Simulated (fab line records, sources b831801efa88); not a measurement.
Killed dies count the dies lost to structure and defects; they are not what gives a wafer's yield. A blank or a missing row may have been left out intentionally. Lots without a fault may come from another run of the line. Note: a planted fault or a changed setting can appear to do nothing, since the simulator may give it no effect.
Matching of chambers    flow gf180mcu    pecvd-03 running GF_V1_CVD_02: 3 sister chambers
The step deposits SiO2 from TEOS, target thk 850 nm, time 94.851 s. 6 wafers are shown with their chamber, then 7 later ones without.

## EACH WAFER AND ITS CHAMBER
wafer   chamber  heater power w (W)
L463.4  1        497
L467.5  1        550
L470.3  2        662
L470.5  2        504
L478.3  0        599
L478.5  0        628

## WAFERS WHOSE CHAMBER IS MISSING
wafer   heater power w (W)
L478.6  481
L480.3  618
L480.4  636
L480.6  594
L482.2  608
L482.5  625
L482.6  652

## WHICH CHAMBER EACH ONE RAN IN
wafer   from the rows above           in truth
L478.6  can't be placed: 1 or 2 or 0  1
L480.3  can't be placed: 0 or 2 or 1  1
L480.4  can't be placed: 0 or 2 or 1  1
L480.6  can't be placed: 2 or 0 or 1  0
L482.2  can't be placed: 0 or 2 or 1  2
L482.5  can't be placed: 0 or 2 or 1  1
L482.6  can't be placed: 0 or 2 or 1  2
Placed correctly: 0 of 7. Unplaceable from these rows: 7, with the true chamber sitting among the candidates in 7. 0 placed wrongly.
How it was worked out, from the rows above alone: a wafer's distance from a chamber is the root of the sum, over the readings, of the square of ((its reading less the chamber's mean) divided by the reading's scatter). If the next closest chamber is less than 2 further off than the closest, the wafer can't be placed; otherwise it belongs to the closest. A chamber's mean is the mean of its shown wafers. The scatter is the square root of a quotient: the sum, over the shown wafers, of each reading's squared deviation from its chamber's mean, divided by wafers minus chambers.
